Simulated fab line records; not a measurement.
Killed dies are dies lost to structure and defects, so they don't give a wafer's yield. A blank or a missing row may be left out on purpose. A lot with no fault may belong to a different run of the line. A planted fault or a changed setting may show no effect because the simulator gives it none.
Struck lot and sound lot, side by side :: flow sky130 :: 43 out of 708 route steps
Sound: wafers L554.1, L554.2, L554.3. Struck: wafer L568.3 (L568.2, L568.4, from the same lot, were not struck and are left out); the cause is given at the end.
Each step with rows lists, per side, the tool, then ch with its chambers, then its first start. Under that, the readings that differ: sound wafers :: struck wafers :: difference of the means :: sigmas: that difference in standard deviations of wafers without a fault.
alike: words and numbers the same on both sides, and readings whose means are apart by under 2 such deviations; not compared: readings that were withheld, readings missing a value for some wafer, numbers with overlapping values and no deviation given by the record, and bounds like >300 which may hide the same value.
A row with sigmas, a row that says differs or no value, or rows on one side alone: a step with any of these is where the two part. Numbers that have no deviation but don't overlap get no sigmas and don't part them. Lack of a reading on every wafer of one side parts them only where that side has two or more wafers.

first, 6 steps without rows for these wafers: SKY_VIA4_HMDS_05 (prime time 60 s); SKY_VIA4_COAT_06 (resist thk 1140 nm); SKY_VIA4_SOFTBAKE_07 (time 60 s); SKY_VIA4_EXPOSE_08 (exposes mask VIM4, target cd 800 nm); SKY_VIA4_PEB_09; SKY_VIA4_DEVELOP_10 (develop time 60 s).
SKY_VIA4_OVL_MEAS_11:
  sound on overlay-01 at day 43 07:04; struck on overlay-01 at day 47 00:34
  alike: VIA4_OVL
then, 5 steps without rows for these wafers: SKY_VIA4_ETCH_12 (etches SiO2 in C4F8/O2/Ar, stops on TiN, target depth 580 nm); SKY_VIA4_STRIP_13 (strips in O2/N2); SKY_VIA4_STRIP_14 (strips in post etch residue remover, time 1200 s); SKY_VIA4_CLEAN_15 (cleans in IPA, time 180 s); SKY_VIA4_CLEAN_16 (cleans in O3/DIW).
SKY_VIA4_SPUTTER_17: material TiN, target thk 20 nm, time 80 s.
  sound on pvd-sputter-02 at day 43 07:50; struck on pvd-sputter-04 at day 47 01:22
  alike: throttle-valve-pct
SKY_VIA4_CVD_18: deposits W, target thk 505 nm, time 152.14 s.
  sound on cvd-w-02 ch 0,1, day 43 07:54; struck on cvd-w-02 ch 1, day 47 01:25
  alike: heater-power-w
SKY_VIA4_RS_MEAS_19: measures by four-point-probe.
  sound on film-metro-01 at day 43 08:03; struck on film-metro-04 at day 47 01:35
  alike: VIA4_W_RS
SKY_VIA4_THK_MEAS_20: measures by xrf.
  sound on film-metro-01 at day 43 08:10; struck on film-metro-04 at day 47 01:42
  alike: VIA4_W_THK
then, 1 step without rows for these wafers: SKY_VIA4_CMP_21 (polishes, stops on SiO2, t overpolish 25 s, target thk 0 nm).
SKY_METAL5_SPUTTER_00: material Ti, target thk 15 nm, time 10 s.
  sound on pvd-sputter-03 at day 43 08:32; struck on pvd-sputter-01 at day 47 02:03
reading: throttle-valve-pct (%)
sound: 31.0 30.6 30.3
struck: 28.1
difference: -2.5
sigmas: -3
then, 2 steps without rows for these wafers: SKY_METAL5_SPUTTER_01 (material TiN, target thk 20 nm, time 16.7 s); SKY_METAL5_SPUTTER_02 (material AlCu, target thk 1150 nm, time 61.2 s).
SKY_METAL5_SPUTTER_03: material Ti, target thk 5 nm, time 3.3 s.
  sound on pvd-sputter-03 at day 43 08:38; struck on pvd-sputter-01 at day 47 02:09
reading: throttle-valve-pct (%)
sound: 30.9 30.8 30.4
struck: 28.0
difference: -2.7
sigmas: -3
then, 1 step without rows for these wafers: SKY_METAL5_SPUTTER_04 (material TiN, target thk 70 nm, time 58.3 s).
SKY_METAL5_RS_MEAS_05: measures by four-point-probe.
  sound on film-metro-04 at day 43 08:42; struck on film-metro-01 at day 47 02:14
  alike: METAL5_ALCU_RS
SKY_METAL5_THK_MEAS_06: measures by xrf.
  sound on film-metro-04 at day 43 08:49; struck on film-metro-01 at day 47 02:20
  alike: METAL5_ALCU_THK
then, 8 steps without rows for these wafers: SKY_METAL5_DEHYDRATE_07 (time 60 s); SKY_METAL5_HMDS_08 (prime time 60 s); SKY_METAL5_COAT_09 (resist thk 1800 nm); SKY_METAL5_SOFTBAKE_10 (time 60 s); SKY_METAL5_EXPOSE_11 (exposes mask MM5, target cd 1600 nm); SKY_METAL5_PEB_12; SKY_METAL5_DEVELOP_13 (develop time 60 s); SKY_METAL5_DESCUM_14 (chemistry O2, time 11 s).
SKY_METAL5_METAL_ETCH_15: etches the open film in Cl2/BCl3, stops on SiO2, target depth 1260 nm, time 252 s.
  sound on rie-metal-04 ch 0,1, day 44 08:06; struck on rie-metal-01 ch 0, day 47 21:47
  alike: drypump-motor-current-A, oes-product-au, throttle-valve-pct
  not compared: rf-hours-counter-h
then, 4 steps without rows for these wafers: SKY_METAL5_STRIP_16 (strips in O2/N2); SKY_METAL5_STRIP_17 (strips in post etch residue remover, time 1200 s); SKY_METAL5_CLEAN_18 (cleans in IPA, time 180 s); SKY_METAL5_CLEAN_19 (cleans in O3/DIW).
SKY_PASSIVATION_CVD_00: deposits SiO2, target thk 90 nm.
  sound on pecvd-02 ch 0,1,2, day 44 08:56; struck on pecvd-03 ch 0, day 47 22:37
  alike: heater-power-w
SKY_PASSIVATION_THK_MEAS_01:
  sound on film-metro-02 at day 44 08:57; struck on film-metro-02 at day 47 22:39
  alike: PASSIVATION_CVD_00_THK
then, 1 step without rows for these wafers: SKY_PASSIVATION_CVD_02 (deposits Si3N4, target thk 540 nm).
SKY_PASSIVATION_THK_MEAS_03:
  sound on film-metro-03 at day 44 09:14; struck on film-metro-03 at day 47 22:56
  alike: PASSIVATION_CVD_02_THK
then, 1 step without rows for these wafers: SKY_PASSIVATION_DEHYDRATE_04 (time 60 s).
SKY_PAD_OPEN_PROBE_99:
  sound on prober-01 at day 46 06:12; struck on prober-01 at day 49 13:08
reading: killed_at_M4_up
sound: 3 1 0
struck: 56
difference: +55
sigmas: +27

reading: killed-dies
sound: 78 86 75
struck: 129
difference: +49
sigmas: +5
  alike: killed_at_M0_to_M3, killed-at-contacts, killed-at-front-end, killed-at-other, killed-open, killed-short

== WHERE THEY PART ==
Earliest at SKY_METAL5_SPUTTER_00; latest, in this record, at SKY_PAD_OPEN_PROBE_99.

WHY: what had been put in by the simulator
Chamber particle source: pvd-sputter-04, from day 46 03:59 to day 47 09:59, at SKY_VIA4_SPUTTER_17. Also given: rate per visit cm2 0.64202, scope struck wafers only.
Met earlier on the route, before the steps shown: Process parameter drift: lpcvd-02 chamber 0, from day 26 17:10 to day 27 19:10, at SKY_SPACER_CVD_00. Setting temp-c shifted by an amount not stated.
